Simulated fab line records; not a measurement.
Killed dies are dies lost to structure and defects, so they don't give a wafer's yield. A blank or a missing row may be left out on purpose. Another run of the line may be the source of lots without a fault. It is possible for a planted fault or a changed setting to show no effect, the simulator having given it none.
fab line records -- flow gf180mcu
record: lots: 7, wafers: 21, lastDay: 34
route steps=602 shown STI@24 DNWELL@32 NWELL@42
lots with no fault: from the same line, run without faults
startH: hours from the record's first day to the start of the lot's first wafer shown -- waitH: hours since the lot's step before -- " the same as in the row above -- L1.1+2: a row that stands for several wafers -- - no value present, or no start provided -- * or withheld: withheld -- < > ~ a bound
route shown NAME@n: a module of which the file shows steps, and the number in the route of the first -- usual: the fault-free wafers' mean and standard deviation -- same: alike in all rows -- chamber/n: place in a boat -- sites: each site's reading -- _std_site: standard deviation of those values -- _edge_site: the outer-site mean with the inner-site mean subtracted -- radiusMm: for every site, how far away it sits from the centre of the wafer -- mask NAME#n: copy n -- behind: the most recent tool/chamber to have shaped the wafer -- hold: why the lot was held/for how many hours/how that ended -- device: transistor that didn't switch, given as n, p or np -- end of line: the route-end tests of the same wafers -- step lacking rows: just its recipe -- killed: at the first sort, the dies lost to defects and structure; wafer yield is something else -- map: shows each die of a wafer: x if killed, . if not, _ if none is there
set.NAME: the setting as run; set.NAME@STEP: as run at that earlier step -- model.NAME: the simulator's own value behind a step, which no gauge read
lots seen at some steps along the route; tables by step, rows by wafer
services: when a tool's chamber went out of use (startH, in hours from the record's first day, below 0 if earlier), for how many hours, and the reason
== steps ==
step: GF_STI_CVD_23
recipe: material: SiO2, targetThkNm: 650, sigmaOpenFrac: 0.3, timeS: 108.3, tempC: 600, sih4FlowSccm: 60, pressureMtorr: 6
step: GF_STI_THK_MEAS_24
recipe: reads: SiO2_of_STI_CVD_23
usual: STI_CVD_23_THK: 647/7.2
lot.wafer,tool,chamber,startH,waitH,STI_CVD_23_THK[nm]
L188.2,filmMetro-02,-,33.09,0.0,645
L188.3,filmMetro-02,-,33.09,0.0,646
L188.4,filmMetro-02,-,33.09,0.0,654
L192.1,filmMetro-02,-,53.32,0.0,652
L192.5,filmMetro-02,-,53.32,0.0,651
L192.6,filmMetro-02,-,53.32,0.0,646
L193.1,filmMetro-02,-,59.58,0.0,638
L193.3,filmMetro-02,-,59.58,0.0,637
L193.6,filmMetro-02,-,59.58,0.0,653
L194.1,filmMetro-04,-,64.50,0.0,661
L194.3,filmMetro-04,-,64.50,0.0,652
L194.5,filmMetro-04,-,64.50,0.0,645
L195.2,filmMetro-03,-,69.69,0.0,644
L195.3,filmMetro-03,-,69.69,0.0,638
L195.4,filmMetro-03,-,69.69,0.0,642
L206.1,filmMetro-04,-,126.18,0.0,646
L206.2,filmMetro-04,-,126.18,0.0,635
L206.5,filmMetro-04,-,126.18,0.0,641
L209.1,filmMetro-04,-,140.26,0.0,653
L209.4,filmMetro-04,-,140.26,0.0,649
L209.6,filmMetro-04,-,140.26,0.0,649
step: GF_STI_CMP_25
recipe: stopOn: Si3N4, tOverpolishS: 33, downForcePsi: 4, platenRpm: 60, targetThkNm: 524.6, padVelocityMS: 0.94248
usual: motorCurrentA: 12.1/1.2, overpolishRunS: 33.000/0.01, timeToEndpointS: 122/3.5
lot.wafer,tool,chamber,startH,waitH,motorCurrentA,overpolishRunS,timeToEndpointS
L188.2,cmp-02,1,33.19,0.1,12.1,33.002,124
L188.3,cmp-02,2,33.19,0.1,12.3,32.990,122
L188.4,cmp-02,3,33.19,0.1,12.7,32.997,124
L192.1,cmp-01,2,53.38,0.1,14.5,32.972,118
L192.6,cmp-01,2,53.38,0.1,14.1,32.994,120
L192.5,cmp-01,3,53.38,0.1,10.1,33.003,119
L193.1,cmp-01,0,59.64,0.1,11.5,32.999,119
L193.3,cmp-01,2,59.64,0.1,14.8,33.019,118
L193.6,cmp-01,1,59.64,0.1,12.6,32.999,121
L194.1,cmp-01,0,64.56,0.1,11.9,32.978,120
L194.3,cmp-01,1,64.56,0.1,12.3,33.010,122
L194.5,cmp-01,1,64.56,0.1,12.7,32.986,123
L195.4,cmp-02,2,69.74,0.0,12.3,32.998,121
L195.2,cmp-02,3,69.74,0.0,12.6,32.996,121
L195.3,cmp-02,0,69.74,0.0,11.2,33.006,121
L206.1,cmp-02,3,126.29,0.1,12.4,33.004,120
L206.2,cmp-02,1,126.29,0.1,12.0,33.005,120
L206.5,cmp-02,2,126.29,0.1,11.6,33.004,120
L209.1,cmp-01,1,140.32,0.1,12.4,33.005,127
L209.4,cmp-01,2,140.32,0.1,14.4,33.010,126
L209.6,cmp-01,1,140.32,0.1,11.4,32.992,127
step: GF_STI_WET_ETCH_26
recipe: chemistry: dHF, targetDepthNm: 94, target: SiO2, tempC: 25, dilution: 10:1, timeS: 188
step: GF_STI_WET_ETCH_27
recipe: chemistry: H3PO4, targetDepthNm: 160, target: Si3N4, tempC: 160, timeS: 1825
step: GF_STI_WET_ETCH_28
recipe: chemistry: dHF, targetDepthNm: 20, dry: ipaMarangoni, target: SiO2, tempC: 25, dilution: 10:1, timeS: 40
step: GF_STI_OXIDATION_29
recipe: tempC: 900, ambient: O2, stabiliseS: 600, purgeS: 300, targetThkA: 100, oxTimeS: 1418
step: GF_STI_THK_MEAS_30
recipe: reads: SiO2_of_STI_OXIDATION_29
usual: STI_OXIDATION_02_THK: 10.10/0.19
lot.wafer,tool,chamber,startH,waitH,STI_OXIDATION_02_THK[nm]
L188.2,filmMetro-02,-,35.90,0.0,10.13
L188.3,filmMetro-02,-,35.90,0.0,10.11
L188.4,filmMetro-02,-,35.90,0.0,10.23
L192.1,filmMetro-02,-,55.68,0.0,9.72
L192.5,filmMetro-02,-,55.68,0.0,9.75
L192.6,filmMetro-02,-,55.68,0.0,9.87
L193.1,filmMetro-04,-,62.70,0.0,10.14
L193.3,filmMetro-04,-,62.70,0.0,10.17
L193.6,filmMetro-04,-,62.70,0.0,10.04
L194.1,filmMetro-04,-,66.90,0.0,10.13
L194.3,filmMetro-04,-,66.90,0.0,10.00
L194.5,filmMetro-04,-,66.90,0.0,10.26
L195.2,filmMetro-04,-,72.05,0.0,10.29
L195.3,filmMetro-04,-,72.05,0.0,10.10
L195.4,filmMetro-04,-,72.05,0.0,10.22
L206.1,filmMetro-04,-,128.53,0.0,10.05
L206.2,filmMetro-04,-,128.53,0.0,9.86
L206.5,filmMetro-04,-,128.53,0.0,9.96
L209.1,filmMetro-02,-,144.41,0.0,10.14
L209.4,filmMetro-02,-,144.41,0.0,10.16
L209.6,filmMetro-02,-,144.41,0.0,10.08
step: GF_DNWELL_DEHYDRATE_00
recipe: tempC: 200, timeS: 60
step: GF_DNWELL_HMDS_01
recipe: primeTimeS: 60, primeTempC: 120
step: GF_DNWELL_COAT_02
recipe: spinRpm: 1974, resistThkNm: 3000
step: GF_DNWELL_SOFTBAKE_03
recipe: tempC: 110, timeS: withheld
step: GF_DNWELL_EXPOSE_04
recipe: maskId: DNWELL, targetCdNm: 1700, na: 0.6, sourceShape: conventional, sigmaOuter: 0.6, doseMj: 260
usual: exposureDoseMJCm2: 260.06/0.26, focusOffsetNm: 0.1/0.5
lot.wafer,tool,chamber,startH,waitH,mask,exposureDoseMJCm2,focusOffsetNm
L188.2,ilineStepper-02,0,41.67,-,DNWELL#0,260.57,0.3
L188.3,ilineStepper-02,0,41.67,-,DNWELL#0,260.69,0.3
L188.4,ilineStepper-02,0,41.67,-,DNWELL#0,260.47,-0.4
L192.1,ilineStepper-02,0,62.72,-,DNWELL#0,260.26,-0.6
L192.5,ilineStepper-02,0,62.72,-,DNWELL#0,260.39,-0.5
L192.6,ilineStepper-02,0,62.72,-,DNWELL#0,260.21,-1.0
L193.1,ilineStepper-02,-,68.67,-,DNWELL#0,-,-
L193.3,ilineStepper-02,-,68.67,-,DNWELL#0,-,-
L193.6,ilineStepper-02,-,68.67,-,DNWELL#0,-,-
L194.1,ilineStepper-01,-,74.13,-,DNWELL#0,-,-
L194.3,ilineStepper-01,-,74.13,-,DNWELL#0,-,-
L194.5,ilineStepper-01,-,74.13,-,DNWELL#0,-,-
L195.2,ilineStepper-01,-,78.93,-,DNWELL#0,-,-
L195.3,ilineStepper-01,-,78.93,-,DNWELL#0,-,-
L195.4,ilineStepper-01,-,78.93,-,DNWELL#0,-,-
L206.1,ilineStepper-02,0,136.07,-,DNWELL#0,259.89,1.1
L206.2,ilineStepper-02,0,136.07,-,DNWELL#0,260.03,1.1
L206.5,ilineStepper-02,0,136.07,-,DNWELL#0,260.19,1.1
L209.1,ilineStepper-01,0,152.32,-,DNWELL#0,259.75,0.6
L209.4,ilineStepper-01,0,152.32,-,DNWELL#0,259.86,0.7
L209.6,ilineStepper-01,0,152.32,-,DNWELL#0,260.02,-0.3
step: GF_DNWELL_PEB_05
recipe: tempC: 115, timeS: withheld
step: GF_DNWELL_DEVELOP_06
recipe: wallAngleDeg: 90, developTimeS: 60, devTempC: 23
step: GF_DNWELL_IMPLANT_07
recipe: species: P, energyKev: 1500, doseCm2: 1e+13, tiltDeg: 0
step: GF_DNWELL_STRIP_08
recipe: chemistry: O2/N2, powerW: 1400, pressureMtorr: 1500, platenTempC: 250, o2FlowSccm: 3000, n2FlowSccm: 300, overashFraction: 0.5
usual: drypumpMotorCurrentA: 5.69/0.25, heaterPowerW: 317/14, oesProductAu: 0.722/0.0046, stripTimeToEndpointS: 37.18/0.12
lot.wafer,tool,chamber,startH,waitH,drypumpMotorCurrentA,heaterPowerW,oesProductAu,rfHoursCounterH,stripTimeToEndpointS
L188.2,plasmaAsher-01,1,48.46,0.1,5.91,311,0.719,41,37.09
L188.3,plasmaAsher-01,1,48.46,0.1,5.92,310,0.725,-,37.15
L188.4,plasmaAsher-01,0,48.46,0.1,5.59,298,0.727,-,37.16
L192.1,plasmaAsher-03,0,68.90,0.1,5.82,331,0.728,39,37.18
L192.5,plasmaAsher-03,0,68.90,0.1,5.81,335,0.721,-,37.18
L192.6,plasmaAsher-03,1,68.90,0.1,5.33,315,0.723,-,36.95
L193.1,plasmaAsher-03,0,75.71,0.1,5.80,337,0.712,39,37.10
L193.3,plasmaAsher-03,0,75.71,0.1,5.78,332,0.715,-,37.07
L193.6,plasmaAsher-03,1,75.71,0.1,5.33,331,0.724,-,37.14
L194.1,plasmaAsher-02,1,80.72,0.1,6.07,311,0.717,43,37.34
L194.3,plasmaAsher-02,0,80.72,0.1,5.64,323,0.718,-,37.31
L194.5,plasmaAsher-02,0,80.72,0.1,5.64,313,0.730,-,37.24
L195.2,plasmaAsher-03,0,85.70,0.1,5.80,337,0.722,40,37.40
L195.3,plasmaAsher-03,0,85.70,0.1,5.77,333,0.721,-,37.34
L195.4,plasmaAsher-03,1,85.70,0.1,5.34,313,0.722,-,37.24
L206.1,plasmaAsher-01,1,143.80,0.1,5.93,328,0.711,3,37.10
L206.2,plasmaAsher-01,0,143.80,0.1,5.58,288,0.726,3,37.07
L206.5,plasmaAsher-01,1,143.80,0.1,5.92,326,0.726,-,37.10
L209.1,plasmaAsher-02,0,160.40,0.1,5.62,316,0.724,52,37.14
L209.4,plasmaAsher-02,0,160.40,0.1,5.62,309,0.717,-,36.97
L209.6,plasmaAsher-02,0,160.40,0.1,5.61,328,0.723,-,37.14
step: GF_DNWELL_TW_MEAS_09
usual: DNWELL_TW: 1346/12
lot.wafer,tool,chamber,startH,waitH,DNWELL_TW
L188.2,filmMetro-01,-,48.57,0.1,1331
L188.3,filmMetro-01,-,48.57,0.1,1323
L188.4,filmMetro-01,-,48.57,0.1,1339
L192.1,filmMetro-01,-,69.00,0.1,1336
L192.5,filmMetro-01,-,69.00,0.1,1339
L192.6,filmMetro-01,-,69.00,0.1,1342
L193.1,filmMetro-01,-,75.81,0.1,30
L193.3,filmMetro-01,-,75.81,0.1,30
L193.6,filmMetro-01,-,75.81,0.1,31
L194.1,filmMetro-01,-,80.82,0.1,30
L194.3,filmMetro-01,-,80.82,0.1,30
L194.5,filmMetro-01,-,80.82,0.1,30
L195.2,filmMetro-02,-,85.81,0.1,31
L195.3,filmMetro-02,-,85.81,0.1,31
L195.4,filmMetro-02,-,85.81,0.1,31
L206.1,filmMetro-04,-,143.90,0.1,1318
L206.2,filmMetro-04,-,143.90,0.1,1318
L206.5,filmMetro-04,-,143.90,0.1,1320
L209.1,filmMetro-02,-,160.50,0.1,1362
L209.4,filmMetro-02,-,160.50,0.1,1361
L209.6,filmMetro-02,-,160.50,0.1,1361
step: GF_NWELL_DEHYDRATE_00
recipe: tempC: 200, timeS: 60
== services ==
tool,chamber,startH,hours,kind
ilineStepper-01,-,17.43,0.6,repair
plasmaAsher-03,-,22.86,1.7,repair
ilineStepper-01,0,29.77,-,calibration
ilineStepper-02,-,58.18,1.7,pm
cmp-02,-,64.11,4.0,pm
cmp-02,-,68.11,-,consumableReplace:conditioner
cmp-02,-,68.11,-,consumableReplace:pad
cmp-01,-,72.98,11.1,pm
cmp-02,-,84.72,1.8,repair
plasmaAsher-01,-,91.69,3.5,repair
cmp-02,-,102.07,0.5,repair
plasmaAsher-01,-,108.75,9.0,pm
plasmaAsher-01,0,108.75,9.0,ventCycle
plasmaAsher-01,1,108.75,9.0,ventCycle
ilineStepper-01,-,109.07,1.7,pm
cmp-02,-,114.84,2.1,repair
plasmaAsher-01,0,117.75,-,clean
plasmaAsher-01,1,117.75,-,clean
plasmaAsher-02,-,130.99,1.4,repair
plasmaAsher-03,-,145.34,0.8,repair
cmp-02,-,159.63,4.2,pm
== key ==
firstSign: step: GF_DNWELL_EXPOSE_04, reading: toolRecord, direction: missing
effect: step: GF_DNWELL_TW_MEAS_09, reading: DNWELL_TW, direction: down, sigmas: 99+, usual: 1346, struck: 31
metAt GF_DNWELL_EXPOSE_04
struckWafers L193.1,L193.3,L193.6,L194.1,L194.3,L194.5,L195.2,L195.3,L195.4
sortLeftOut L193.1,L193.3,L193.6,L194.1,L194.3,L194.5,L195.2,L195.3,L195.4
testerLeftOut L193,L194,L195
onsetBetween 62.72 68.67
fault: kind: skippedStepWhole, tool: ilineStepper-01,ilineStepper-02, chamber: -, onsetH: 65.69, steps: GF_DNWELL_EXPOSE_04, scope: struckLotsOnly
testerLeftOut: of these lots the tester's yield and bins aren't shown, on N5 and GAA mostly nor the transistor test; their killed dies are dies lost to structure and defects alone, not to doping, threshold or leakage, so they don't give the yield
sortLeftOut: the simulated sort isn't trusted on such a fault, so these wafers' sort isn't shown, and their yield isn't known
